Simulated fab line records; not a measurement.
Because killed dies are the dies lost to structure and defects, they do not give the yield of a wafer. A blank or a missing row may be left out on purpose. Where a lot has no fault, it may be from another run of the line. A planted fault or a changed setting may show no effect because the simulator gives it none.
Which tool did it? || flow gf180mcu || 11 lots with 33 wafers sampled at 5 steps, on a route of 602 steps

== WHAT EACH GAUGE READ, for each wafer ==
GF_V4_THK_MEAS_03.
{"lot": "L291", "measured": "day 23 11:17", "on": "filmMetro-01", "V4_CVD_02_THK (nm)": "840 850 867"}
{"lot": "L292", "measured": "day 23 18:32", "on": "filmMetro-03", "V4_CVD_02_THK (nm)": "860 863 858"}
{"lot": "L294", "measured": "day 24 06:00", "on": "filmMetro-01", "V4_CVD_02_THK (nm)": "843 839 839"}
{"lot": "L299", "measured": "day 26 03:54", "on": "filmMetro-03", "V4_CVD_02_THK (nm)": "519 849 861"}
{"lot": "L303", "measured": "day 27 07:45", "on": "filmMetro-03", "V4_CVD_02_THK (nm)": "844 844 865"}
{"lot": "L308", "measured": "day 28 19:37", "on": "filmMetro-04", "V4_CVD_02_THK (nm)": "854 862 875"}
{"lot": "L307", "measured": "day 29 00:37", "on": "filmMetro-01", "V4_CVD_02_THK (nm)": "848 860 862"}
{"lot": "L309", "measured": "day 29 04:22", "on": "filmMetro-04", "V4_CVD_02_THK (nm)": "852 851 853"}
{"lot": "L310", "measured": "day 29 12:34", "on": "filmMetro-04", "V4_CVD_02_THK (nm)": "844 846 858"}
{"lot": "L312", "measured": "day 30 03:10", "on": "filmMetro-03", "V4_CVD_02_THK (nm)": "848 838 845"}
{"lot": "L314", "measured": "day 30 18:42", "on": "filmMetro-03", "V4_CVD_02_THK (nm)": "849 838 852"}

== WHAT TOOL EACH LOT RAN ON (gives the tool, then ch and the chambers of the sampled wafers, and finally the start) ==
{"lot": "L291", "GF_V3_STRIP_18": "plasmaAsher-02 ch 0,1, day 22 09:29", "GF_M4_SPUTTER_03": "pvdSputter-03, day 22 10:54", "GF_M4_SPUTTER_04": "pvdSputter-03, day 22 10:55", "GF_V4_CVD_02": "pecvd-04 ch 0,2, day 23 11:13"}
{"lot": "L292", "GF_V3_STRIP_18": "plasmaAsher-02 ch 0,1, day 22 18:14", "GF_M4_SPUTTER_03": "pvdSputter-04, day 22 19:41", "GF_M4_SPUTTER_04": "pvdSputter-04, day 22 19:42", "GF_V4_CVD_02": "pecvd-02 ch 0,1,2, day 23 18:28"}
{"lot": "L294", "GF_V3_STRIP_18": "plasmaAsher-02 ch 0,1, day 23 05:17", "GF_M4_SPUTTER_03": "pvdSputter-04, day 23 06:43", "GF_M4_SPUTTER_04": "pvdSputter-04, day 23 06:44", "GF_V4_CVD_02": "pecvd-02 ch 0,1,2, day 24 05:56"}
{"lot": "L299", "GF_V3_STRIP_18": "plasmaAsher-03 ch 0,1, day 25 03:50", "GF_M4_SPUTTER_03": "pvdSputter-04, day 25 05:14", "GF_M4_SPUTTER_04": "pvdSputter-04, day 25 05:15", "GF_V4_CVD_02": "pecvd-02 ch 0,2, day 26 03:50"}
{"lot": "L303", "GF_V3_STRIP_18": "plasmaAsher-02 ch 0,1, day 26 09:07", "GF_M4_SPUTTER_03": "pvdSputter-01, day 26 10:31", "GF_M4_SPUTTER_04": "pvdSputter-01, day 26 10:32", "GF_V4_CVD_02": "pecvd-03 ch 0,2, day 27 07:41"}
{"lot": "L308", "GF_V3_STRIP_18": "plasmaAsher-02 ch 0,1, day 27 22:22", "GF_M4_SPUTTER_03": "pvdSputter-03, day 27 23:49", "GF_M4_SPUTTER_04": "pvdSputter-03, day 27 23:51", "GF_V4_CVD_02": "pecvd-04 ch 0,1, day 28 19:31"}
{"lot": "L307", "GF_V3_STRIP_18": "plasmaAsher-01 ch 0,1, day 28 02:52", "GF_M4_SPUTTER_03": "pvdSputter-01, day 28 04:19", "GF_M4_SPUTTER_04": "pvdSputter-01, day 28 04:20", "GF_V4_CVD_02": "pecvd-04 ch 0,1,2, day 29 00:34"}
{"lot": "L309", "GF_V3_STRIP_18": "plasmaAsher-01 ch 0,1, day 28 06:53", "GF_M4_SPUTTER_03": "pvdSputter-04, day 28 08:17", "GF_M4_SPUTTER_04": "pvdSputter-04, day 28 08:18", "GF_V4_CVD_02": "pecvd-02 ch 0,1,2, day 29 04:17"}
{"lot": "L310", "GF_V3_STRIP_18": "plasmaAsher-03 ch 0,1, day 28 15:05", "GF_M4_SPUTTER_03": "pvdSputter-04, day 28 16:36", "GF_M4_SPUTTER_04": "pvdSputter-04, day 28 16:37", "GF_V4_CVD_02": "pecvd-02 ch 1,2, day 29 12:30"}
{"lot": "L312", "GF_V3_STRIP_18": "plasmaAsher-03 ch 0,1, day 29 07:14", "GF_M4_SPUTTER_03": "pvdSputter-01, day 29 08:39", "GF_M4_SPUTTER_04": "pvdSputter-01, day 29 08:40", "GF_V4_CVD_02": "pecvd-03 ch 1,2, day 30 03:05"}
{"lot": "L314", "GF_V3_STRIP_18": "plasmaAsher-03 ch 0,1, day 29 22:00", "GF_M4_SPUTTER_03": "pvdSputter-04, day 29 23:23", "GF_M4_SPUTTER_04": "pvdSputter-04, day 29 23:25", "GF_V4_CVD_02": "pecvd-03 ch 0,1,2, day 30 18:38"}
- GF_V3_STRIP_18: strips in O2/N2.
- GF_M4_SPUTTER_03: material Ti, target thk 10 nm, time 6.7 s.
- GF_M4_SPUTTER_04: material TiN, target thk 50 nm, time 41.7 s.
- GF_V4_CVD_02: deposits SiO2 from TEOS, target thk 850 nm, time 94.851 s.

== WHAT THE TOOLS THEMSELVES READ (means of the sampled wafers that have a number; where no wafer has one, the mark that the record gives instead) ==
GF_V3_STRIP_18.
{"lot": "L291", "tool": "plasmaAsher-02", "drypumpMotorCurrentA (A)": 5.4, "heaterPowerW (W)": 267, "oesProductAu (a.u.)": 0.591}
{"lot": "L292", "tool": "plasmaAsher-02", "drypumpMotorCurrentA (A)": 5.4, "heaterPowerW (W)": 272, "oesProductAu (a.u.)": 0.593}
{"lot": "L294", "tool": "plasmaAsher-02", "drypumpMotorCurrentA (A)": 5.2, "heaterPowerW (W)": 263, "oesProductAu (a.u.)": 0.594}
{"lot": "L299", "tool": "plasmaAsher-03", "drypumpMotorCurrentA (A)": 5.4, "heaterPowerW (W)": 326, "oesProductAu (a.u.)": 0.594}
{"lot": "L303", "tool": "plasmaAsher-02", "drypumpMotorCurrentA (A)": 5.2, "heaterPowerW (W)": 262, "oesProductAu (a.u.)": 0.593}
{"lot": "L308", "tool": "plasmaAsher-02", "drypumpMotorCurrentA (A)": 5.2, "heaterPowerW (W)": 263, "oesProductAu (a.u.)": 0.594}
{"lot": "L307", "tool": "plasmaAsher-01", "drypumpMotorCurrentA (A)": 5.5, "heaterPowerW (W)": 344, "oesProductAu (a.u.)": 0.591}
{"lot": "L309", "tool": "plasmaAsher-01", "drypumpMotorCurrentA (A)": 5.5, "heaterPowerW (W)": 345, "oesProductAu (a.u.)": 0.589}
{"lot": "L310", "tool": "plasmaAsher-03", "drypumpMotorCurrentA (A)": 5.3, "heaterPowerW (W)": 329, "oesProductAu (a.u.)": 0.594}
{"lot": "L312", "tool": "plasmaAsher-03", "drypumpMotorCurrentA (A)": 5.3, "heaterPowerW (W)": 327, "oesProductAu (a.u.)": 0.589}
{"lot": "L314", "tool": "plasmaAsher-03", "drypumpMotorCurrentA (A)": 5.4, "heaterPowerW (W)": 333, "oesProductAu (a.u.)": 0.592}

GF_M4_SPUTTER_03.
{"lot": "L291", "tool": "pvdSputter-03", "throttleValvePct (%)": 28.9}
{"lot": "L292", "tool": "pvdSputter-04", "throttleValvePct (%)": 29.8}
{"lot": "L294", "tool": "pvdSputter-04", "throttleValvePct (%)": 29.8}
{"lot": "L299", "tool": "pvdSputter-04", "throttleValvePct (%)": 29.4}
{"lot": "L303", "tool": "pvdSputter-01", "throttleValvePct (%)": 30.4}
{"lot": "L308", "tool": "pvdSputter-03", "throttleValvePct (%)": 29.4}
{"lot": "L307", "tool": "pvdSputter-01", "throttleValvePct (%)": 30.2}
{"lot": "L309", "tool": "pvdSputter-04", "throttleValvePct (%)": 30.0}
{"lot": "L310", "tool": "pvdSputter-04", "throttleValvePct (%)": 29.1}
{"lot": "L312", "tool": "pvdSputter-01", "throttleValvePct (%)": 30.1}
{"lot": "L314", "tool": "pvdSputter-04", "throttleValvePct (%)": 30.3}

GF_M4_SPUTTER_04.
{"lot": "L291", "tool": "pvdSputter-03", "throttleValvePct (%)": 29.0}
{"lot": "L292", "tool": "pvdSputter-04", "throttleValvePct (%)": 29.8}
{"lot": "L294", "tool": "pvdSputter-04", "throttleValvePct (%)": 29.8}
{"lot": "L299", "tool": "pvdSputter-04", "throttleValvePct (%)": 29.5}
{"lot": "L303", "tool": "pvdSputter-01", "throttleValvePct (%)": 30.4}
{"lot": "L308", "tool": "pvdSputter-03", "throttleValvePct (%)": 29.2}
{"lot": "L307", "tool": "pvdSputter-01", "throttleValvePct (%)": 30.2}
{"lot": "L309", "tool": "pvdSputter-04", "throttleValvePct (%)": 29.6}
{"lot": "L310", "tool": "pvdSputter-04", "throttleValvePct (%)": 29.1}
{"lot": "L312", "tool": "pvdSputter-01", "throttleValvePct (%)": 30.0}
{"lot": "L314", "tool": "pvdSputter-04", "throttleValvePct (%)": 30.2}

GF_V4_CVD_02.
{"lot": "L291", "tool": "pecvd-04", "heaterPowerOuterW (W)": 422, "heaterPowerW (W)": 713}
{"lot": "L292", "tool": "pecvd-02", "heaterPowerOuterW (W)": 386, "heaterPowerW (W)": 700}
{"lot": "L294", "tool": "pecvd-02", "heaterPowerOuterW (W)": 392, "heaterPowerW (W)": 689}
{"lot": "L299", "tool": "pecvd-02", "heaterPowerOuterW (W)": 358, "heaterPowerW (W)": 681}
{"lot": "L303", "tool": "pecvd-03", "heaterPowerOuterW (W)": 403, "heaterPowerW (W)": 631}
{"lot": "L308", "tool": "pecvd-04", "heaterPowerOuterW (W)": 399, "heaterPowerW (W)": 735}
{"lot": "L307", "tool": "pecvd-04", "heaterPowerOuterW (W)": 338, "heaterPowerW (W)": 608}
{"lot": "L309", "tool": "pecvd-02", "heaterPowerOuterW (W)": 426, "heaterPowerW (W)": 756}
{"lot": "L310", "tool": "pecvd-02", "heaterPowerOuterW (W)": 408, "heaterPowerW (W)": 766}
{"lot": "L312", "tool": "pecvd-03", "heaterPowerOuterW (W)": 319, "heaterPowerW (W)": 540}
{"lot": "L314", "tool": "pecvd-03", "heaterPowerOuterW (W)": 352, "heaterPowerW (W)": 610}

== THE ANSWER, worked out from the rows above alone ==
Rule: what is usual is taken from the lots themselves. The widest of any qualifying gaps counts: lots, ordered by their means at a reading, are off when they make up no more than a third of the lots, leave a main group of 4 or more, and stand apart from it by 3 or more times the standard deviation of that group's means. If all means in a main group match to the digits the tables above print for the reading, that group is not used. A lot without any number at a reading at which 4 lots or more have one is off too. Where the step has rows for the other lots, those lots are counted as sound. After the gauges, taken in route order, come the tools' own readings; for these a lot's mean is taken, as printed above. At the first step where some lot is off, the reading lying furthest off is the one used; lots without a number count as furthest.
Off: L299, at GF_V4_THK_MEAS_03 (V4_CVD_02_THK). The main group: mean 852 nm, standard deviation 6.9.
If a tool, at a process step before that reading, ran all the lots that are off and no sound lot after the first of them, it fits. Gauges at GF_V4_THK_MEAS_03: tried the same way as those tools. Of those tried, none fits.

== WHAT HAD BEEN PUT IN BY THE SIMULATOR ==
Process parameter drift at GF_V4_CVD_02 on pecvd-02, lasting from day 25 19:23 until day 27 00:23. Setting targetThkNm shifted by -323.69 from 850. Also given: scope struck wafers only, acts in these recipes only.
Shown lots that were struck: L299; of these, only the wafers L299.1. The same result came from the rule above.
